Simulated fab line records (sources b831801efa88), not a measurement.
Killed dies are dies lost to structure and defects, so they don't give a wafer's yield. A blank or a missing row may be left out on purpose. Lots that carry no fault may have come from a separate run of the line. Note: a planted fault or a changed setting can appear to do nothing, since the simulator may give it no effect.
Which of the tools did it? | flow sky130 | 33 wafers from 11 lots sampled at 5 of the route's 708 steps

== WHAT THE GAUGES READ, wafer by wafer ==
SKY_SD_N_CD_MEAS_07 targets a cd of 380 nm. Usual: cd-nm 379.3 nm, standard deviation 2.2.
lot  | measured     | on        | cd-nm (nm)        | flag
L625 | day 28 22:03 | cd-sem-02 | 379.1 379.5 379.6 |
L626 | day 29 08:57 | cd-sem-01 | 380.1 379.6 379.2 |
L627 | day 29 12:38 | cd-sem-01 | 378.9 377.4 379.1 |
L634 | day 32 01:41 | cd-sem-01 | 381.4 379.4 380.7 |
L635 | day 33 22:24 | cd-sem-02 | 376.4 375.8 377.9 |
L639 | day 34 00:53 | cd-sem-02 | 382.3 382.0 382.4 |
L641 | day 34 03:58 | cd-sem-01 | 377.7 374.6 377.9 |
L642 | day 34 16:56 | cd-sem-02 | 376.9 377.7 376.7 |
L644 | day 35 21:17 | cd-sem-01 | 378.5 382.3 382.4 |
L643 | day 35 21:35 | cd-sem-01 | 376.9 378.6 377.7 |
L645 | day 35 22:44 | cd-sem-01 | 380.0 382.1 380.4 |

SKY_LOCAL_INTERCONNECT_OVL_MEAS_12. Usual: LOCAL_INTERCONNECT_OVL -2 nm, standard deviation 4.9.
lot  | measured     | on         | LOCAL_INTERCONNECT_OVL (nm) | flag
L625 | day 31 09:03 | overlay-01 | -1 2 1                      |
L626 | day 31 20:48 | overlay-01 | 0 2 -1                      |
L627 | day 31 23:30 | overlay-02 | 5 2 -3                      |
L634 | day 34 10:01 | overlay-01 | -6 -4 -4                    |
L635 | day 36 06:39 | overlay-01 | 3 1 -2                      |
L639 | day 36 10:06 | overlay-01 | 2 -8 -5                     |
L641 | day 36 12:40 | overlay-01 | -3 -11 5                    |
L642 | day 37 01:57 | overlay-01 | -8 -3 0                     |
L644 | day 38 05:27 | overlay-01 | -7 1 -3                     |
L643 | day 38 06:36 | overlay-01 | -6 -13 -5                   |
L645 | day 38 07:34 | overlay-02 | -6 0 0                      |

SKY_CONTACT_THK_MEAS_01. Usual: CONTACT_CVD_00_THK 75.0 nm, standard deviation 0.82.
lot  | measured     | on            | CONTACT_CVD_00_THK (nm) | flag
L625 | day 31 09:50 | film-metro-01 | 74.9 77.6 77.3          |
L626 | day 31 21:53 | film-metro-01 | 149.5 147.7 150.6       | OFF
L627 | day 32 00:37 | film-metro-02 | 150.1 150.4 152.9       | OFF
L634 | day 34 10:59 | film-metro-02 | 150.0 149.5 151.2       | OFF
L635 | day 36 07:26 | film-metro-01 | 74.4 75.0 76.1          |
L639 | day 36 10:58 | film-metro-01 | 73.8 74.1 74.8          |
L641 | day 36 13:26 | film-metro-03 | 75.2 76.2 76.6          |
L642 | day 37 02:46 | film-metro-03 | 75.2 74.3 75.4          |
L644 | day 38 06:14 | film-metro-03 | 73.5 75.2 75.5          |
L643 | day 38 07:22 | film-metro-02 | 74.9 75.0 75.4          |
L645 | day 38 08:20 | film-metro-01 | 75.3 74.4 75.1          |

== WHAT TOOL EACH LOT RAN ON (gives the tool, then ch and the chambers of the sampled wafers, and finally the start) ==
lot  | SKY_SD_P_STRIP_10                    | SKY_CONTACT_CVD_00
L625 | plasma-asher-01 ch 0,1, day 26 13:26 | pecvd-04 ch 1,2, day 31 09:47
L626 | plasma-asher-03 ch 0,1, day 26 23:44 | pecvd-04 ch 0,1,2, day 31 21:00
L627 | plasma-asher-03 ch 0,1, day 27 03:56 | pecvd-01 ch 0,1,2, day 32 00:00
L634 | plasma-asher-04 ch 0,1, day 29 18:44 | pecvd-04 ch 0,2, day 34 10:00
L635 | plasma-asher-03 ch 0,1, day 31 16:23 | pecvd-01 ch 1,2, day 36 07:23
L639 | plasma-asher-04 ch 0,1, day 31 18:17 | pecvd-03 ch 1,2, day 36 10:55
L641 | plasma-asher-03 ch 0,1, day 31 21:05 | pecvd-04 ch 1,2, day 36 13:24
L642 | plasma-asher-04 ch 0,1, day 32 11:08 | pecvd-03 ch 0,1,2, day 37 02:44
L644 | plasma-asher-04 ch 0,1, day 33 16:32 | pecvd-03 ch 0,1,2, day 38 06:11
L643 | plasma-asher-03 ch 0,1, day 33 17:11 | pecvd-01 ch 0,2, day 38 07:20
L645 | plasma-asher-03 ch 0,1, day 33 18:17 | pecvd-04 ch 0,1,2, day 38 08:18
- SKY_SD_P_STRIP_10: strips in O2/N2.
- SKY_CONTACT_CVD_00: deposits Si3N4, target thk 75 nm.

== AS READ BY THE TOOLS THEMSELVES (means over the sampled wafers that have a number; for cases with no such wafer, the mark the record gives instead) ==
SKY_SD_P_STRIP_10. Usual: drypump-motor-current-A 6.20 A, standard deviation 0.23; n2-flow-sccm 300.0 sccm, standard deviation 0.92; o2-flow-sccm 3000 sccm, standard deviation 9.7; oes-product-au 0.617 a.u., standard deviation 0.0047; strip-time-to-endpoint-s 17.47 s, standard deviation 0.049.
lot  | tool            | drypump-motor-current-A (A) | n2-flow-sccm (sccm) | o2-flow-sccm (sccm) | oes-product-au (a.u.) | strip-time-to-endpoint-s (s) | flag
L625 | plasma-asher-01 | 5.75                        | 299.1               | 3010                | 0.612                 | 17.45                        |
L626 | plasma-asher-03 | 6.10                        | 299.5               | 3004                | 0.619                 | 17.48                        |
L627 | plasma-asher-03 | 6.28                        | 299.3               | 3002                | 0.618                 | 17.48                        |
L634 | plasma-asher-04 | 6.25                        | 299.7               | 2999                | 0.618                 | 17.50                        |
L635 | plasma-asher-03 | 6.31                        | 299.4               | 2999                | 0.621                 | 17.46                        |
L639 | plasma-asher-04 | 6.23                        | 300.4               | 2999                | 0.615                 | 17.45                        |
L641 | plasma-asher-03 | 6.31                        | 300.2               | 3009                | 0.616                 | 17.50                        |
L642 | plasma-asher-04 | 6.24                        | 299.1               | 3001                | 0.622                 | 17.41                        |
L644 | plasma-asher-04 | 6.20                        | 301.4               | 2997                | 0.621                 | 17.43                        |
L643 | plasma-asher-03 | 6.31                        | 300.2               | 3006                | 0.619                 | 17.45                        |
L645 | plasma-asher-03 | 6.12                        | 300.4               | 2991                | 0.620                 | 17.56                        |

SKY_CONTACT_CVD_00. Usual: heater-power-w 714 W, standard deviation 88.
lot  | tool     | heater-power-w (W) | flag
L625 | pecvd-04 | 665                |
L626 | pecvd-04 | 740                |
L627 | pecvd-01 | 761                |
L634 | pecvd-04 | 674                |
L635 | pecvd-01 | 748                |
L639 | pecvd-03 | 683                |
L641 | pecvd-04 | 761                |
L642 | pecvd-03 | 621                |
L644 | pecvd-03 | 645                |
L643 | pecvd-01 | 756                |
L645 | pecvd-04 | 727                |

== THE ANSWER, worked out from the rows above alone ==
Rule: a lot is off if the mean of its wafers that have a number lies more than 3 standard deviations from the usual mean. A lot without any number at a reading at which 4 lots or more have one is off too. All remaining lots with rows at the step are treated as sound. Order of review: gauges by route order, followed by the tools' own readings, for which a lot's mean as printed above is used. At the first step where some lot is off, the reading lying furthest off is the one used; lots without a number count as furthest.
Off: L626, L627, L634, seen at SKY_CONTACT_THK_MEAS_01 (CONTACT_CVD_00_THK).
If a tool, at a process step before that reading, ran all the lots that are off and no sound lot after the first of them, it fits. Those tools and the gauges at SKY_CONTACT_THK_MEAS_01 are tried in the same way. No candidate that was tried fits.

== WHAT WAS PUT IN BY THE SIMULATOR ==
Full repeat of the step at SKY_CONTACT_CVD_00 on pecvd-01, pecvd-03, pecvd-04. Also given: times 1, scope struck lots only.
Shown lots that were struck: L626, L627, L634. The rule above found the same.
